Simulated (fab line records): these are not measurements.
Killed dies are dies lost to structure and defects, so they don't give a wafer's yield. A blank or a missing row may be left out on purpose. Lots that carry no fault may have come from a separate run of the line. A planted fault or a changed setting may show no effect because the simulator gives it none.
Code-filled problem report in 8D (eight disciplines) form	flow gf180mcu	the parts of the form that need people (team, actions taken, sign-off) are left out

## 1. WHAT WENT WRONG
MVSD_TW at GF_MVSD_TW_MEAS_11 reads a mean of 30 on 6 wafers of 2 lots; wafers without a fault read 1586 with a standard deviation of 20. That puts it -78 standard deviations away from the usual mean.
Earliest sighting: wafer L762.1 on film_metro-03 at day 5 13:01. Wafers with a number at this step in the record: 42, from 14 lots. Rule for "out" (also "out of limits"): further than 4 standard deviations from the usual mean. Any other wafer with a number is counted as sound.

## 2. WHAT IT IS, AND WHAT IT ISN'T
question	is	is not
which readings at this step	MVSD_TW	-
which lots	L762, L764	L758, L759, L760, L763, L765, L773, L775, L776, L777, L778, L780, L781
which wafers of those lots	all that have a number	-
read on which gauges	film_metro-01, film_metro-03	film_metro-04
when	from day 5 13:01	up to then (12 sound wafers); but 24 sound wafers of L765, L773, L775, L776, L777, L778, L780, L781 came after

## 3. THE SUSPECTS, EACH WITH WHAT RULES IT OUT
Counting: a tool stays on the suspect list if, at a process step up to the reading, it processed all lots that are out and no sound lot following the first of them.
- the gauge at GF_MVSD_TW_MEAS_11: ruled out. The wafers that are out were read on 2 gauges (film_metro-01, film_metro-03).
- plasma_asher-01 at GF_LVPWELL_STRIP_10 (strips in O2/N2): ruled out as a lasting fault. The sound lots L778, L781 went through it after L762, its earliest lot that is out (day 4 22:41).
- plasma_asher-03 at GF_MVSD_STRIP_10 (strips in O2/N2): ruled out as a lasting fault. The sound lots L781 went through it after L762, its earliest lot that is out (day 5 12:55).
Left after counting: nothing in the record.

## 4. THE CAUSE (what the simulator had put in)
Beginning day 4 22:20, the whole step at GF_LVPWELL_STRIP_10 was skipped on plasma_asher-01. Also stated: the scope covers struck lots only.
It was ruled out by counting, in error; the rule expects a fault to strike all lots run on its tool from its start on, and this fault did not.

## 5. THE EFFECT CHAIN, in route order
Each row: a reading where the mean over the struck wafers with a number is more than 3 standard deviations away from the usual. Only readings whose record carries a usual standard deviation are examined. hours: median over the lots of the time between each lot's start at the first step of this table that gives one and its start at this step. sigmas: the change, counted in usual standard deviations.
hours	step	reading	usual	on struck wafers	change	sigmas
0	GF_MVSD_STRIP_10	oes_product_au	0.723 a.u.	0.739	+0.016	+3.6
0	GF_MVSD_STRIP_10	strip_time_to_endpoint_s	36.92 s	81.06	+44.14	+99 or more
0	GF_MVSD_TW_MEAS_11	MVSD_TW	1586	30	-1556	-78
It contains these process steps:
- GF_MVSD_STRIP_10: strips in O2/N2.
Readings that are blank on the struck wafers while sound wafers have them: chamber_pressure_mTorr at GF_LVPWELL_STRIP_10; drypump_motor_current_A at GF_LVPWELL_STRIP_10; heater_power_w at GF_LVPWELL_STRIP_10; o2_flow_sccm at GF_LVPWELL_STRIP_10; oes_product_au at GF_LVPWELL_STRIP_10; strip_time_to_endpoint_s at GF_LVPWELL_STRIP_10.

## 6. HOW IT WOULD HAVE BEEN CAUGHT EARLIER
In this record the first reading out of limits at a measuring or inspecting step was taken at day 5 13:01, 15 hours after the fault began at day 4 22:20.
At GF_LVPWELL_STRIP_10 the tool's readings are blank on the struck wafers, where sound wafers have them: an empty tool record is the first sign, and it was there at once.
